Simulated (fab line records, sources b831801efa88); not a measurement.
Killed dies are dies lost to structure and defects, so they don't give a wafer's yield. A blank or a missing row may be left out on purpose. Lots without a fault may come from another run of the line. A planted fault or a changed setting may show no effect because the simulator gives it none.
Chamber matching | flow sky130 | SKY_CONTACT_ETCH_17 on rie_diel-02: 4 sister chambers
The step etches SiO2 in C4F8/O2/Ar, stops on Si3N4, target depth 340 nm. 8 wafers are shown with their chamber, then 8 later ones without.

WAFERS WITH THEIR CHAMBER
wafer  | chamber | oes_product_au (a.u.)
L082.1 | 3       | 0.886
L085.4 | 1       | 0.899
L088.2 | 3       | 0.899
L088.5 | 1       | 0.890
L089.1 | 0       | 0.891
L089.4 | 2       | 0.891
L089.6 | 2       | 0.895
L091.1 | 0       | 0.894

WAFERS WITHOUT THEIR CHAMBER
wafer  | oes_product_au (a.u.)
L091.2 | 0.887
L091.5 | 0.891
L094.1 | 0.888
L094.4 | 0.891
L094.5 | 0.889
L095.2 | 0.892
L095.3 | 0.884
L095.6 | 0.892

WHICH CHAMBER EACH WENT THROUGH
wafer  | from the rows above               | in truth
L091.2 | can't be placed: 0 or 3 or 2 or 1 | 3
L091.5 | can't be placed: 0 or 3 or 2 or 1 | 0
L094.1 | can't be placed: 0 or 3 or 2 or 1 | 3
L094.4 | can't be placed: 0 or 3 or 2 or 1 | 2
L094.5 | can't be placed: 0 or 3 or 2 or 1 | 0
L095.2 | can't be placed: 0 or 3 or 2 or 1 | 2
L095.3 | can't be placed: 0 or 3 or 2 or 1 | 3
L095.6 | can't be placed: 0 or 3 or 2 or 1 | 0
Placed correctly: 0 of 8. Can't be placed from these rows: 8 (the true chamber is among the candidates in 8). Placed wrongly: 0.
How it was worked out, from the rows above alone: a wafer's distance from a chamber is the root of the sum, over the readings, of the square of ((its reading less the chamber's mean) divided by the reading's scatter). The wafer belongs to the nearest chamber; if the next one is less than 2 further off, it can't be placed. A chamber's mean is the mean of its shown wafers. The scatter: the root of (the sum of the squares of (reading less its chamber's mean) over the shown wafers, divided by (wafers less chambers)).
